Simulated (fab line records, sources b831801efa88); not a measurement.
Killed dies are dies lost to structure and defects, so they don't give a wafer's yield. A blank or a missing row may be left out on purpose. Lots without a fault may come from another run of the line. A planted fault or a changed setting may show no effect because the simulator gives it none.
Which tool did it? | flow sky130 | 6 lots, 18 wafers sampled, at 2 steps of a route of 708

WHAT THE GAUGES READ, wafer by wafer
SKY_POLY_GATE_THK_MEAS_01.
lot  | measured     | on            | POLY_GATE_CVD_00_THK (nm)
L570 | day 15 13:23 | film_metro-02 | 178.2 179.8 179.2
L572 | day 15 20:08 | film_metro-02 | 181.0 181.2 179.7
L574 | day 16 12:12 | film_metro-01 | 182.3 184.2 182.2
L576 | day 17 06:55 | film_metro-03 | 179.6 179.6 178.9
L578 | day 17 14:43 | film_metro-01 | 181.1 180.4 179.9
L581 | day 18 15:00 | film_metro-02 | 180.7 182.9 182.1

WHICH TOOL RAN EACH LOT (tool, then ch and the chambers of the sampled wafers, then the start)
lot  | SKY_POLY_GATE_CVD_00
L570 | lpcvd-01 ch 0, day 15 12:10
L572 | lpcvd-01 ch 1, day 15 18:55
L574 | lpcvd-01 ch 1, day 16 10:59
L576 | lpcvd-01 ch 0, day 17 05:43
L578 | lpcvd-01 ch 0, day 17 13:30
L581 | lpcvd-01 ch 1, day 18 13:47
- SKY_POLY_GATE_CVD_00: deposits poly-Si, target thk 180 nm, time 720 s.

THE ANSWER, worked out from the rows above alone
Rule: what is usual is taken from the lots themselves. Put in order of their means at a reading, lots are off if they are a third of the lots or fewer, leave a main group of 4 or more, and stand apart from it by a gap of 3 or more times the standard deviation of the main group's means; of several such gaps the widest counts. A main group whose means are all the same, to the digits that the tables above print for the reading, isn't used. A lot without any number at a reading at which 4 lots or more have one is off too. The other lots that the step has rows for count as sound.
No lot is off at any reading shown: from this, nothing can be told.

WHAT THE SIMULATOR HAD PUT IN
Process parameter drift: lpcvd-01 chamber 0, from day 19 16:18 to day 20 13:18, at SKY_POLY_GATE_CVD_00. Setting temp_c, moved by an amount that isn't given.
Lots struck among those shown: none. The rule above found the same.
